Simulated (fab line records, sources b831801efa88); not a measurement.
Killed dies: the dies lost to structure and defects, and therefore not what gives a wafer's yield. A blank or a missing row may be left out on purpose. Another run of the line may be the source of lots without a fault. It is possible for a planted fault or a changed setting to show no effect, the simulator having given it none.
fab line records | flow sky130
record lots=14 wafers=42 lastDay=50
route steps=708 shown FIELD_ISO@5 DNWELL@43 NWELL@66 VT_ADJUST_HVTP@95
lots with no fault: from the same line, run without faults
startH: hours from the record's opening day to when the first of the lot's shown wafers began | waitH: hours from the lot's prior step to this one | " same as the row above | L1.1+2: a single row standing in for several wafers | - either no value or no given start | * or withheld: withheld | < > ~ a bound
route shown NAME@n: NAME is a module with steps in the file, n the number in the route of the first one | usual: mean/standard deviation of fault-free wafers | same: alike in all rows | chamber/n: place in a boat | sites: the reading at each site | _std_site: the standard deviation of these | _edge_site: outer sites' mean less inner sites' | radiusMm: for every site, how far away it sits from the centre of the wafer | mask NAME#n: copy n | behind: tool/chamber where the wafer was last shaped | hold: reason for holding the lot/hours on hold/outcome of the hold | device: transistor that didn't switch, given as n, p or np | end of line: the same wafers' tests at the end of the route | where a step has no rows: the recipe by itself | killed: the dies lost at the first sort to structure and to defects; this is not the yield of the wafer | map: shows each die of a wafer: x if killed, . if not, _ if none is there
set.NAME: the run value of the setting; set.NAME@STEP: its run value at that earlier step | model.NAME: the simulator's own value behind a step, which no gauge read
route steps across a sampled set of lots; one table per step, one row per wafer
services: from which hour (startH, from the record's first day; less than 0 if before it) a tool's chamber was out of use, for how many hours, and why
## steps
# step SKY_FIELD_ISO_THK_MEAS_04
# recipe reads=Si3N4_of_FIELD_ISO_CVD_03
# usual FIELD_ISO_CVD_03_THK=165.5/1.5
# columns lot.wafer tool chamber startH waitH FIELD_ISO_CVD_03_THK[nm]
L349.1 filmMetro-03 - 13.48 0.0 166.1
L349.2 " - " " 167.1
L349.5 " - " " 166.7
L352.3 filmMetro-01 - 30.33 0.0 167.7
L352.4 " - " " 167.0
L352.5 " - " " 165.4
L354.2 filmMetro-03 - 39.23 0.0 165.4
L354.5 " - " " 165.6
L354.6 " - " " 165.1
L355.1 filmMetro-01 - 43.48 0.0 164.6
L355.2 " - " " 166.7
L355.3 " - " " 166.3
L357.1 filmMetro-04 - 53.48 0.0 165.8
L357.3 " - " " 165.6
L357.4 " - " " 165.2
L358.1 filmMetro-03 - 58.88 0.0 165.0
L358.4 " - " " 164.8
L358.6 " - " " 164.4
L359.4 filmMetro-03 - 64.57 0.0 166.2
L359.5 " - " " 166.6
L359.6 " - " " 165.7
L360.3 filmMetro-04 - 68.50 0.0 162.2
L360.4 " - " " 163.5
L360.5 " - " " 163.6
L362.2 filmMetro-03 - 78.49 0.0 165.1
L362.3 " - " " 163.5
L362.6 " - " " 165.6
L363.2 filmMetro-04 - 85.73 0.0 165.3
L363.4 " - " " 163.5
L363.6 " - " " 166.0
L364.1 filmMetro-04 - 88.87 0.0 168.4
L364.2 " - " " 168.9
L364.5 " - " " 169.6
L365.1 filmMetro-04 - 98.34 0.0 165.5
L365.3 " - " " 166.0
L365.4 " - " " 165.8
L370.1 filmMetro-01 - 122.25 0.0 165.6
L370.3 " - " " 164.6
L370.6 " - " " 166.9
L371.1 filmMetro-01 - 126.44 0.0 166.1
L371.2 " - " " 166.2
L371.4 " - " " 165.3
# step SKY_DNWELL_STRIP_08
# recipe chemistry=O2/N2 powerW=1400 pressureMtorr=1500 platenTempC=withheld o2FlowSccm=3000 n2FlowSccm=300 overashFraction=0.5
# usual chamberPressureMTorr=1499.9/1.5 drypumpMotorCurrentA=5.5/0.48 oesProductAu=0.723/0.004 stripTimeToEndpointS=36.86/0.099
# columns lot.wafer tool chamber startH waitH chamberPressureMTorr drypumpMotorCurrentA oesProductAu rfHoursCounterH stripTimeToEndpointS
L349.1 plasmaAsher-03 0 53.99 0.1 1498.3 5.3 0.722 38 36.81
L349.2 " 1 " " 1499.3 4.8 0.721 38 36.80
L349.5 " 1 " " 1499.4 4.8 0.727 - 36.85
L352.3 plasmaAsher-03 0 67.70 0.1 1501.3 5.3 0.719 - 37.00
L352.4 " 1 " " 1500.4 4.9 0.730 - 37.02
L352.5 " 1 " " 1501.9 4.9 0.728 - 36.96
L354.2 plasmaAsher-01 0 78.09 0.1 1502.2 5.1 0.729 39 36.99
L354.5 " 1 " " 1500.1 5.5 0.728 - 36.93
L354.6 " 0 " " 1501.1 5.1 0.720 - 36.83
L355.1 plasmaAsher-04 0 84.74 0.1 1499.4 5.9 0.721 40 36.83
L355.2 " 1 " " 1498.5 6.3 0.722 40 36.93
L355.3 " 0 " " 1499.5 5.8 0.723 - 36.85
L357.1 plasmaAsher-04 0 94.17 0.1 1499.2 5.9 0.719 41 36.79
L357.3 " 0 " " 1496.9 5.9 0.718 - 36.79
L357.4 " 1 " " 1500.9 6.2 0.724 - 36.82
L358.1 plasmaAsher-03 0 100.62 0.1 1499.2 5.3 0.727 43 36.82
L358.4 " 0 " " 1498.0 5.3 0.721 - 36.84
L358.6 " 1 " " 1497.1 4.8 0.717 - 36.89
L359.4 plasmaAsher-04 0 107.20 0.1 1495.1 5.8 0.722 - 36.96
L359.5 " 0 " " 1500.5 5.9 0.718 - 36.97
L359.6 " 1 " " 1502.3 6.2 0.717 - 36.93
L360.3 plasmaAsher-04 1 117.07 0.1 1498.0 6.2 0.726 - 36.90
L360.4 " 0 " " 1501.3 5.8 0.728 - 36.80
L360.5 " 1 " " 1498.2 6.2 0.725 - 36.83
L362.2 plasmaAsher-04 0 124.89 0.1 1502.0 5.9 0.721 44 37.01
L362.3 " 1 " " 1500.5 6.3 0.729 - 37.02
L362.6 " 0 " " 1499.8 5.8 0.719 - 36.96
L363.2 plasmaAsher-01 1 130.72 0.1 1498.5 5.4 0.724 44 36.53
L363.4 " 0 " " 1497.7 5.1 0.713 - 36.66
L363.6 " 0 " " 1500.9 5.1 0.725 - 36.75
L364.1 plasmaAsher-04 0 135.54 0.1 1498.3 5.8 0.720 45 36.79
L364.2 " 1 " " 1497.8 6.2 0.728 45 36.87
L364.5 " 1 " " 1500.4 6.2 0.726 - 36.83
L365.1 plasmaAsher-01 1 144.28 0.1 1501.6 5.4 0.725 46 36.77
L365.3 " 0 " " 1500.6 5.1 0.726 - 36.89
L365.4 " 1 " " 1499.7 5.4 0.720 - 36.77
L370.1 plasmaAsher-04 1 175.07 0.1 1499.2 6.2 0.728 49 36.86
L370.3 " 0 " " 1501.2 5.9 0.728 - 36.94
L370.6 " 1 " " 1499.6 6.2 0.721 - 36.87
L371.1 plasmaAsher-03 0 179.17 0.1 1501.1 5.3 0.726 6 36.77
L371.2 " 1 " " 1499.8 4.9 0.719 6 36.80
L371.4 " 0 " " 1500.7 5.3 0.718 - 36.85
# step SKY_NWELL_IMPLANT_13
# recipe species=P energyKev=50 doseCm2=7e+11 tiltDeg=withheld
# usual beamEnergyKeV=49.998/0.016 beamOnS=10.01/0.19 doseIonsCm2=7.001e+11/7.5e+08 faradayCurrentUA=3.94/0.074
# columns lot.wafer tool chamber startH waitH beamEnergyKeV beamOnS doseIonsCm2 faradayCurrentUA
L349.1 implanter-03 0 88.86 0.1 49.972 10.13 7.004e+11 3.89
L349.2 " 0 " " 49.962 10.02 7.012e+11 3.93
L349.5 " 0 " " 49.980 9.97 7.007e+11 3.97
L352.3 implanter-02 0 102.14 0.1 50.016 10.09 6.985e+11 3.93
L352.4 " 0 " " 49.971 9.86 6.999e+11 4.01
L352.5 " 0 " " 49.989 10.18 6.999e+11 3.87
L354.2 implanter-03 0 113.08 0.1 50.019 10.03 6.993e+11 3.95
L354.5 " 0 " " 50.028 9.90 7.002e+11 3.98
L354.6 " 0 " " 49.997 9.95 6.995e+11 3.97
L355.1 implanter-04 0 119.97 0.1 50.008 9.83 7.001e+11 4.04
L355.2 " 0 " " 50.006 10.24 6.991e+11 3.87
L355.3 " 0 " " 49.978 10.36 6.99e+11 3.81
L357.1 implanter-03 0 129.11 0.1 50.006 10.09 7.005e+11 3.90
L357.3 " 0 " " 50.008 9.93 7.015e+11 3.96
L357.4 " 0 " " 50.012 9.80 7.005e+11 4.02
L358.1 implanter-03 0 137.46 0.1 49.983 10.23 7.003e+11 3.84
L358.4 " 0 " " 49.971 9.95 7.01e+11 3.96
L358.6 " 0 " " 49.975 10.13 7.004e+11 3.91
L359.4 implanter-04 0 146.17 0.1 50.030 9.92 6.997e+11 3.99
L359.5 " 0 " " 50.014 10.00 7.005e+11 3.93
L359.6 " 0 " " 49.989 9.92 7.006e+11 3.99
L360.3 implanter-03 0 155.61 0.1 50.006 10.07 7e+11 3.91
L360.4 " 0 " " 50.008 9.89 7e+11 3.99
L360.5 " 0 " " 50.023 10.27 6.997e+11 3.85
L362.2 implanter-03 - 164.05 0.1 - - - -
L362.3 " - " " - - - -
L362.6 " - " " - - - -
L363.2 implanter-02 - 169.47 0.1 - - - -
L363.4 " - " " - - - -
L363.6 " - " " - - - -
L364.1 implanter-04 0 174.91 0.1 50.017 9.81 7e+11 4.00
L364.2 " 0 " " 49.995 9.80 6.996e+11 4.02
L364.5 " 0 " " 50.003 10.02 7.003e+11 3.96
L365.1 implanter-03 0 184.94 0.1 50.013 9.57 7.015e+11 4.11
L365.3 " 0 " " 50.008 10.11 7.013e+11 3.90
L365.4 " 0 " " 49.979 9.90 7.001e+11 3.99
L370.1 implanter-02 0 218.19 0.1 49.974 10.00 7.012e+11 3.94
L370.3 " 0 " " 49.997 9.76 6.999e+11 4.04
L370.6 " 0 " " 50.001 10.45 7e+11 3.77
L371.1 implanter-03 0 224.69 0.1 50.011 9.82 7e+11 3.98
L371.2 " 0 " " 49.999 10.23 7.006e+11 3.87
L371.4 " 0 " " 50.011 9.98 7.004e+11 3.96
# step SKY_NWELL_RS_MEAS_29
# recipe thkMeasGauge=four-point-probe
# usual NWELL_RS=624.0/1.7
# columns lot.wafer tool chamber startH waitH NWELL_RS[ohm/sq]
L349.1 filmMetro-01 - 106.02 0.1 626.0
L349.2 " - " " 623.7
L349.5 " - " " 625.0
L352.3 filmMetro-03 - 120.52 0.1 623.9
L352.4 " - " " 623.8
L352.5 " - " " 624.0
L354.2 filmMetro-01 - 132.39 0.1 622.0
L354.5 " - " " 622.7
L354.6 " - " " 623.1
L355.1 filmMetro-01 - 139.52 0.1 622.8
L355.2 " - " " 624.5
L355.3 " - " " 623.3
L357.1 filmMetro-01 - 148.10 0.1 623.1
L357.3 " - " " 623.3
L357.4 " - " " 624.4
L358.1 filmMetro-02 - 157.18 0.1 624.7
L358.4 " - " " 627.1
L358.6 " - " " 626.0
L359.4 filmMetro-02 - 165.54 0.1 625.3
L359.5 " - " " 625.7
L359.6 " - " " 625.4
L360.3 filmMetro-01 - 176.84 0.1 622.0
L360.4 " - " " 623.4
L360.5 " - " " 623.4
L362.2 filmMetro-03 - 185.45 0.1 649.3
L362.3 " - " " 648.6
L362.6 " - " " 650.0
L363.2 filmMetro-03 - 191.59 0.1 652.7
L363.4 " - " " 653.0
L363.6 " - " " 654.6
L364.1 filmMetro-03 - 196.56 0.1 623.7
L364.2 " - " " 623.0
L364.5 " - " " 621.0
L365.1 filmMetro-03 - 207.25 0.1 624.0
L365.3 " - " " 625.5
L365.4 " - " " 623.1
L370.1 filmMetro-01 - 241.28 0.1 619.5
L370.3 " - " " 620.8
L370.6 " - " " 620.9
L371.1 filmMetro-03 - 248.65 0.1 624.3
L371.2 " - " " 622.3
L371.4 " - " " 624.0
# step SKY_VT_ADJUST_HVTP_STRIP_10
# recipe chemistry=O2/N2 powerW=1400 pressureMtorr=1500 platenTempC=withheld o2FlowSccm=3000 n2FlowSccm=300 overashFraction=0.5
# usual chamberPressureMTorr=1499.8/1.3 drypumpMotorCurrentA=5.4/0.34 oesProductAu=0.716/0.0044 stripTimeToEndpointS=14.17/0.037
# columns lot.wafer tool chamber startH waitH chamberPressureMTorr drypumpMotorCurrentA oesProductAu rfHoursCounterH stripTimeToEndpointS
L349.1 plasmaAsher-02 1 125.34 0.1 1503.4 5.8 0.713 31 14.13
L349.2 " 0 " " 1499.2 5.7 0.717 31 14.14
L349.5 " 0 " " 1499.8 5.7 0.722 - 14.17
L352.3 plasmaAsher-02 1 140.02 0.1 1498.8 5.8 0.709 - 14.17
L352.4 " 0 " " 1497.6 5.7 0.723 - 14.16
L352.5 " 0 " " 1499.2 5.7 0.715 - 14.18
L354.2 plasmaAsher-03 1 151.56 0.1 1498.2 4.8 0.712 3 14.19
L354.5 " 1 " " 1499.7 4.9 0.717 - 14.19
L354.6 " 0 " " 1501.4 5.2 0.715 - 14.15
L355.1 plasmaAsher-01 0 158.69 0.1 1498.7 5.1 0.719 47 14.21
L355.2 " 1 " " 1501.7 5.4 0.719 47 14.20
L355.3 " 1 " " 1500.0 5.4 0.719 - 14.20
L357.1 plasmaAsher-01 0 166.96 0.1 1500.5 5.1 0.712 48 14.19
L357.3 " 1 " " 1502.2 5.5 0.714 - 14.15
L357.4 " 0 " " 1498.7 5.1 0.713 - 14.13
L358.1 plasmaAsher-02 1 177.42 0.1 1500.6 5.8 0.708 35 14.20
L358.4 " 0 " " 1498.0 5.7 0.715 - 14.14
L358.6 " 0 " " 1501.2 5.7 0.712 - 14.10
L359.4 plasmaAsher-02 0 186.66 0.1 1500.1 5.7 0.720 - 14.08
L359.5 " 1 " " 1499.9 5.8 0.717 - 14.13
L359.6 " 0 " " 1499.4 5.7 0.715 - 14.12
L360.3 plasmaAsher-01 1 198.30 0.1 1499.2 5.5 0.719 - 14.22
L360.4 " 0 " " 1500.4 5.1 0.712 - 14.15
L360.5 " 0 " " 1500.4 5.1 0.718 - 14.17
L364.1 plasmaAsher-03 1 218.46 0.1 1500.6 4.9 0.722 10 14.21
L364.2 " 0 " " 1499.2 5.3 0.717 10 14.24
L364.5 " 1 " " 1497.7 4.9 0.709 - 14.14
L365.1 plasmaAsher-02 0 229.26 0.1 1501.0 5.7 0.715 40 14.11
L365.3 " 1 " " 1499.1 5.8 0.720 - 14.14
L365.4 " 0 " " 1499.4 5.7 0.714 - 14.11
L370.1 plasmaAsher-03 1 265.64 0.1 1500.5 4.9 0.709 15 14.22
L370.3 " 0 " " 1502.7 5.3 0.711 - 14.16
L370.6 " 1 " " 1500.6 4.9 0.719 - 14.22
L371.1 plasmaAsher-03 0 272.84 0.1 1501.0 5.3 0.717 15 14.15
L371.2 " 1 " " 1499.7 4.9 0.713 15 14.17
L371.4 " 1 " " 1501.0 4.9 0.721 - 14.18
## services
# columns tool chamber startH hours kind
plasmaAsher-01 - 33.33 15.0 repair
implanter-02 - 34.82 1.2 repair
plasmaAsher-04 - 36.22 3.0 repair
plasmaAsher-01 - 48.37 2.8 pm
implanter-03 - 59.15 4.2 repair
plasmaAsher-01 - 86.17 3.5 repair
implanter-04 - 93.02 3.1 repair
plasmaAsher-03 - 95.94 0.7 repair
implanter-04 - 108.23 4.6 pm
plasmaAsher-03 - 108.75 9.0 pm
plasmaAsher-03 0 108.75 9.0 ventCycle
plasmaAsher-03 1 108.75 9.0 ventCycle
plasmaAsher-03 0 117.75 - clean
plasmaAsher-03 1 117.75 - clean
implanter-02 - 139.96 6.2 repair
implanter-02 - 147.25 3.2 repair
plasmaAsher-02 - 148.94 16.0 pm
implanter-04 - 151.02 5.3 repair
implanter-02 - 153.69 2.9 pm
plasmaAsher-02 - 171.47 1.2 repair
implanter-04 - 248.12 0.5 repair
implanter-02 - 258.91 3.5 repair
implanter-03 - 262.80 6.1 pm
implanter-03 - 270.13 1.3 repair
## key
firstSign step=SKY_NWELL_IMPLANT_13 reading=toolRecord direction=missing
effect step=SKY_NWELL_RS_MEAS_29 reading=NWELL_RS direction=up sigmas=16 usual=624.0 struck=651.4
metAt SKY_NWELL_IMPLANT_13
struckLots L362,L363
laterRowsLeftOut L362.2,L362.3,L362.6,L363.2,L363.4,L363.6
sortLeftOut L362.2,L362.3,L362.6,L363.2,L363.4,L363.6
testerLeftOut L362,L363
notActingAt SKY_FIELD_ISO_THK_MEAS_04,SKY_DNWELL_STRIP_08,SKY_VT_ADJUST_HVTP_STRIP_10
onsetBetween 155.61 164.05
fault kind=skippedStepWhole tool=implanter-02,implanter-03 chamber=- onsetH=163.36 steps=SKY_NWELL_IMPLANT_13 scope=struckLotsOnly
# testerLeftOut: of these lots the tester's yield and bins aren't shown, on N5 and GAA mostly nor the transistor test; their killed dies are dies lost to structure and defects alone, not to doping, threshold or leakage, so they don't give the yield
# sortLeftOut: the simulated sort isn't trusted on such a fault, so these wafers' sort isn't shown, and their yield isn't known
# laterRowsLeftOut: the simulator's readings of these wafers behind a module that went badly wrong aren't trusted and aren't shown, but for the sort
